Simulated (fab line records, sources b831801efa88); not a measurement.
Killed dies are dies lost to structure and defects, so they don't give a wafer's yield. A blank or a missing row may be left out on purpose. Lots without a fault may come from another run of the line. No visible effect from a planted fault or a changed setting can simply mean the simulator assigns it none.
Matching of chambers -- flow sky130 -- 4 sister chambers for SKY_LI_CONTACT_ETCH_14 on rie-diel-02
The step etches BARC in N2/H2, stops on SiO2, time 45.9 s, target depth 60 nm. 8 wafers are shown with their chamber, then 8 later ones without.

## EACH WAFER AND ITS CHAMBER
wafer,chamber,drypump-motor-current-A (A),oes-product-au (a.u.)
L747.2,3,6.2,0.850
L747.5,2,5.1,0.848
L748.4,2,5.1,0.848
L748.6,3,6.2,0.855
L752.2,0,5.0,0.855
L752.5,1,5.8,0.863
L752.6,0,5.0,0.859
L753.4,1,5.7,0.853

## WAFERS WITHOUT THEIR CHAMBER
wafer,drypump-motor-current-A (A),oes-product-au (a.u.)
L753.5,5.8,0.860
L753.6,5.0,0.853
L759.1,5.0,0.860
L759.5,5.0,0.861
L759.6,6.2,0.849
L762.1,6.2,0.860
L762.5,6.2,0.861
L762.6,5.1,0.855

## THE CHAMBER EACH PASSED THROUGH
wafer,from the rows above,in truth
L753.5,1,1
L753.6,0,0
L759.1,0,0
L759.5,0,0
L759.6,3,3
L762.1,3,3
L762.5,3,3
L762.6,can't be placed: 2 or 0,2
Correct placement for 7 of the 8. Cannot be placed on the basis of these rows: 1; the candidates contain the true chamber in 1. Wrongly placed: 0.
How it was worked out, from the rows above alone: a wafer's distance from a chamber is the root of the sum, over the readings, of the square of ((its reading less the chamber's mean) divided by the reading's scatter). The wafer belongs to the nearest chamber; if the next one is less than 2 further off, it can't be placed. The mean given for a chamber averages the wafers shown for that chamber. How the scatter is found: for the shown wafers, subtract from each reading the mean of its chamber, square and add these, divide the total by (wafers less chambers), then take the root.
